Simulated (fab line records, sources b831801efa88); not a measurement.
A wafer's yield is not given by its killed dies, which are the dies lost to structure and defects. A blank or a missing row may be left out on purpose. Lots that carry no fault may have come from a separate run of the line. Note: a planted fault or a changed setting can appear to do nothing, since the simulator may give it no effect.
Which tool is to blame? || flow gf180mcu || 30 wafers from 10 lots sampled at 5 of the route's 602 steps

## WHAT THE GAUGES SHOWED, per wafer
GF_V3_BOW_MEAS_05. Usual: V3_BOW typically reads 117 um, with standard deviation 9.6.
{"lot": "L500", "measured": "day 21 19:50", "on": "film metro-01", "V3_BOW (um)": "117 116 125", "flag": ""}
{"lot": "L503", "measured": "day 23 16:11", "on": "film metro-03", "V3_BOW (um)": "102 117 105", "flag": ""}
{"lot": "L506", "measured": "day 24 06:56", "on": "film metro-01", "V3_BOW (um)": "113 108 115", "flag": ""}
{"lot": "L507", "measured": "day 25 03:11", "on": "film metro-03", "V3_BOW (um)": "102 96 110", "flag": ""}
{"lot": "L509", "measured": "day 25 12:38", "on": "film metro-01", "V3_BOW (um)": "122 118 124", "flag": ""}
{"lot": "L510", "measured": "day 26 02:39", "on": "film metro-02", "V3_BOW (um)": "123 121 120", "flag": ""}
{"lot": "L511", "measured": "day 26 05:32", "on": "film metro-02", "V3_BOW (um)": "123 124 117", "flag": ""}
{"lot": "L516", "measured": "day 27 06:19", "on": "film metro-01", "V3_BOW (um)": "129 129 116", "flag": ""}
{"lot": "L519", "measured": "day 27 23:16", "on": "film metro-01", "V3_BOW (um)": "101 90 113", "flag": ""}
{"lot": "L521", "measured": "day 28 15:49", "on": "film metro-03", "V3_BOW (um)": "113 109 102", "flag": ""}

GF_V4_RS_MEAS_24: the measuring method here is four-point-probe. Usual: V4_W_RS typically reads 0.329 ohm/sq, with standard deviation 0.0033.
{"lot": "L500", "measured": "day 24 21:25", "on": "film metro-02", "V4_W_RS (ohm/sq)": "0.328 0.329 0.328", "flag": ""}
{"lot": "L503", "measured": "day 26 12:23", "on": "film metro-02", "V4_W_RS (ohm/sq)": "0.331 0.328 0.331", "flag": ""}
{"lot": "L506", "measured": "day 27 02:09", "on": "film metro-02", "V4_W_RS (ohm/sq)": "0.328 0.329 0.327", "flag": ""}
{"lot": "L507", "measured": "day 27 21:53", "on": "film metro-02", "V4_W_RS (ohm/sq)": "0.325 0.327 0.326", "flag": ""}
{"lot": "L509", "measured": "day 28 05:58", "on": "film metro-02", "V4_W_RS (ohm/sq)": "0.331 0.329 0.335", "flag": ""}
{"lot": "L510", "measured": "day 28 18:59", "on": "film metro-03", "V4_W_RS (ohm/sq)": "0.332 0.330 0.330", "flag": ""}
{"lot": "L511", "measured": "day 28 19:58", "on": "film metro-04", "V4_W_RS (ohm/sq)": "0.330 0.326 0.334", "flag": ""}
{"lot": "L516", "measured": "day 29 18:53", "on": "film metro-04", "V4_W_RS (ohm/sq)": "0.326 0.327 0.415 0.326 0.327 0.416", "flag": "OFF"}
{"lot": "L519", "measured": "day 30 12:52", "on": "film metro-04", "V4_W_RS (ohm/sq)": "0.331 0.332 0.331", "flag": ""}
{"lot": "L521", "measured": "day 31 04:40", "on": "film metro-04", "V4_W_RS (ohm/sq)": "0.336 0.335 0.336", "flag": ""}

GF_V4_THK_MEAS_25: measures by xrf. Usual: V4_W_THK typically reads 349 nm, with standard deviation 4.1.
{"lot": "L500", "measured": "day 24 21:31", "on": "film metro-02", "V4_W_THK (nm)": "351 353 354", "flag": ""}
{"lot": "L503", "measured": "day 26 12:31", "on": "film metro-02", "V4_W_THK (nm)": "347 352 348", "flag": ""}
{"lot": "L506", "measured": "day 27 02:16", "on": "film metro-02", "V4_W_THK (nm)": "347 349 349", "flag": ""}
{"lot": "L507", "measured": "day 27 21:59", "on": "film metro-02", "V4_W_THK (nm)": "351 349 348", "flag": ""}
{"lot": "L509", "measured": "day 28 06:04", "on": "film metro-02", "V4_W_THK (nm)": "351 352 344", "flag": ""}
{"lot": "L510", "measured": "day 28 19:05", "on": "film metro-03", "V4_W_THK (nm)": "352 352 352", "flag": ""}
{"lot": "L511", "measured": "day 28 20:04", "on": "film metro-04", "V4_W_THK (nm)": "347 353 344", "flag": ""}
{"lot": "L516", "measured": "day 29 23:01", "on": "film metro-04", "V4_W_THK (nm)": "355 355 279 356 356 279", "flag": "OFF"}
{"lot": "L519", "measured": "day 30 12:59", "on": "film metro-04", "V4_W_THK (nm)": "346 344 345", "flag": ""}
{"lot": "L521", "measured": "day 31 04:47", "on": "film metro-04", "V4_W_THK (nm)": "339 342 340", "flag": ""}

## EACH LOT AND THE TOOL THAT RAN IT (in order: tool; ch and the chambers of the sampled wafers; start)
{"lot": "L500", "GF_V4_ETCH_16": "rie diel-04 ch 0,1,2, day 24 20:29", "GF_V4_CVD_23": "cvd w-02 ch 0,1, day 24 21:18"}
{"lot": "L503", "GF_V4_ETCH_16": "rie diel-02 ch 0,2, day 26 11:31", "GF_V4_CVD_23": "cvd w-02 ch 0,1, day 26 12:17"}
{"lot": "L506", "GF_V4_ETCH_16": "rie diel-02 ch 0,1,3, day 27 01:16", "GF_V4_CVD_23": "cvd w-02 ch 0,1, day 27 02:02"}
{"lot": "L507", "GF_V4_ETCH_16": "rie diel-02 ch 0,1, day 27 20:56", "GF_V4_CVD_23": "cvd w-02 ch 0, day 27 21:44"}
{"lot": "L509", "GF_V4_ETCH_16": "rie diel-03 ch 1,2,3, day 28 05:04", "GF_V4_CVD_23": "cvd w-02 ch 0,1, day 28 05:50"}
{"lot": "L510", "GF_V4_ETCH_16": "rie diel-03 ch 0,2,3, day 28 18:03", "GF_V4_CVD_23": "cvd w-01 ch 0,1, day 28 18:51"}
{"lot": "L511", "GF_V4_ETCH_16": "rie diel-02 ch 0,3, day 28 18:59", "GF_V4_CVD_23": "cvd w-02 ch 0,1, day 28 19:50"}
{"lot": "L516", "GF_V4_ETCH_16": "rie diel-03 ch 1,3, day 29 17:59", "GF_V4_CVD_23": "cvd w-02 ch 0,1, day 29 18:45"}
{"lot": "L519", "GF_V4_ETCH_16": "rie diel-03 ch 1,3, day 30 11:55", "GF_V4_CVD_23": "cvd w-01 ch 0,1, day 30 12:43"}
{"lot": "L521", "GF_V4_ETCH_16": "rie diel-03 ch 0,3, day 31 03:41", "GF_V4_CVD_23": "cvd w-01 ch 0,1, day 31 04:33"}
- GF_V4_ETCH_16: etches BARC in N2/H2.
- GF_V4_CVD_23: deposits W, target thk 350 nm, time 104.9 s.

## WHAT THE TOOLS THEMSELVES READ (means of the sampled wafers that have a number; where no wafer has one, the mark that the record gives instead)
GF_V4_ETCH_16. Usual: chamber pressure mTorr 30.001 mTorr, standard deviation 0.026; drypump motor current A 5.9 A, standard deviation 0.45; oes product au 0.855 a.u., standard deviation 0.0044; throttle valve pct 13.224 %, standard deviation 0.01.
{"lot": "L500", "tool": "rie diel-04", "chamber pressure mTorr (mTorr)": 29.998, "drypump motor current A (A)": 5.2, "oes product au (a.u.)": 0.851, "throttle valve pct (%)": 13.225, "flag": ""}
{"lot": "L503", "tool": "rie diel-02", "chamber pressure mTorr (mTorr)": 30.015, "drypump motor current A (A)": 6.2, "oes product au (a.u.)": 0.852, "throttle valve pct (%)": 13.218, "flag": ""}
{"lot": "L506", "tool": "rie diel-02", "chamber pressure mTorr (mTorr)": 29.980, "drypump motor current A (A)": 5.7, "oes product au (a.u.)": 0.851, "throttle valve pct (%)": 13.223, "flag": ""}
{"lot": "L507", "tool": "rie diel-02", "chamber pressure mTorr (mTorr)": 29.982, "drypump motor current A (A)": 5.9, "oes product au (a.u.)": 0.857, "throttle valve pct (%)": 13.229, "flag": ""}
{"lot": "L509", "tool": "rie diel-03", "chamber pressure mTorr (mTorr)": 29.977, "drypump motor current A (A)": 6.0, "oes product au (a.u.)": 0.860, "throttle valve pct (%)": 13.219, "flag": ""}
{"lot": "L510", "tool": "rie diel-03", "chamber pressure mTorr (mTorr)": 30.001, "drypump motor current A (A)": 5.9, "oes product au (a.u.)": 0.858, "throttle valve pct (%)": 13.224, "flag": ""}
{"lot": "L511", "tool": "rie diel-02", "chamber pressure mTorr (mTorr)": 29.998, "drypump motor current A (A)": 5.4, "oes product au (a.u.)": 0.854, "throttle valve pct (%)": 13.212, "flag": ""}
{"lot": "L516", "tool": "rie diel-03", "chamber pressure mTorr (mTorr)": 30.010, "drypump motor current A (A)": 5.9, "oes product au (a.u.)": 0.854, "throttle valve pct (%)": 13.231, "flag": ""}
{"lot": "L519", "tool": "rie diel-03", "chamber pressure mTorr (mTorr)": 30.004, "drypump motor current A (A)": 6.1, "oes product au (a.u.)": 0.855, "throttle valve pct (%)": 13.220, "flag": ""}
{"lot": "L521", "tool": "rie diel-03", "chamber pressure mTorr (mTorr)": 30.005, "drypump motor current A (A)": 5.8, "oes product au (a.u.)": 0.848, "throttle valve pct (%)": 13.208, "flag": ""}

GF_V4_CVD_23. Usual: 897 W for heater power w, sd 32.
{"lot": "L500", "tool": "cvd w-02", "heater power w (W)": 906, "flag": ""}
{"lot": "L503", "tool": "cvd w-02", "heater power w (W)": 892, "flag": ""}
{"lot": "L506", "tool": "cvd w-02", "heater power w (W)": 895, "flag": ""}
{"lot": "L507", "tool": "cvd w-02", "heater power w (W)": 911, "flag": ""}
{"lot": "L509", "tool": "cvd w-02", "heater power w (W)": 905, "flag": ""}
{"lot": "L510", "tool": "cvd w-01", "heater power w (W)": 908, "flag": ""}
{"lot": "L511", "tool": "cvd w-02", "heater power w (W)": 908, "flag": ""}
{"lot": "L516", "tool": "cvd w-02", "heater power w (W)": 909, "flag": ""}
{"lot": "L519", "tool": "cvd w-01", "heater power w (W)": 896, "flag": ""}
{"lot": "L521", "tool": "cvd w-01", "heater power w (W)": 882, "flag": ""}

## THE ANSWER, worked out from the rows above alone
Rule: take the mean of a lot's wafers that have a number; if it is more than 3 standard deviations from the usual mean, the lot is off. Also off: a lot with no number at a reading for which 4 or more lots have one. All remaining lots with rows at the step are treated as sound. After the gauges, taken in route order, come the tools' own readings; for these a lot's mean is taken, as printed above. At the first step where some lot is off, the reading lying furthest off is the one used; lots without a number count as furthest.
Off: L516, seen at GF_V4_RS_MEAS_24 (V4_W_RS).
If a tool, at a process step before that reading, ran all the lots that are off and no sound lot after the first of them, it fits. Gauges at GF_V4_RS_MEAS_24: tried the same way as those tools. One fits: GF_V4_CVD_23 on cvd w-02. Its last sound lot is L511 (day 28 19:50), its first lot that is off L516 (day 29 18:45): a fault that began between those two fits.

## WHAT THE SIMULATOR HAD INSERTED
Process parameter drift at GF_V4_CVD_23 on cvd w-02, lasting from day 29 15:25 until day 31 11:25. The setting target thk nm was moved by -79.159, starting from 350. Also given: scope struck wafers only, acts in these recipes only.
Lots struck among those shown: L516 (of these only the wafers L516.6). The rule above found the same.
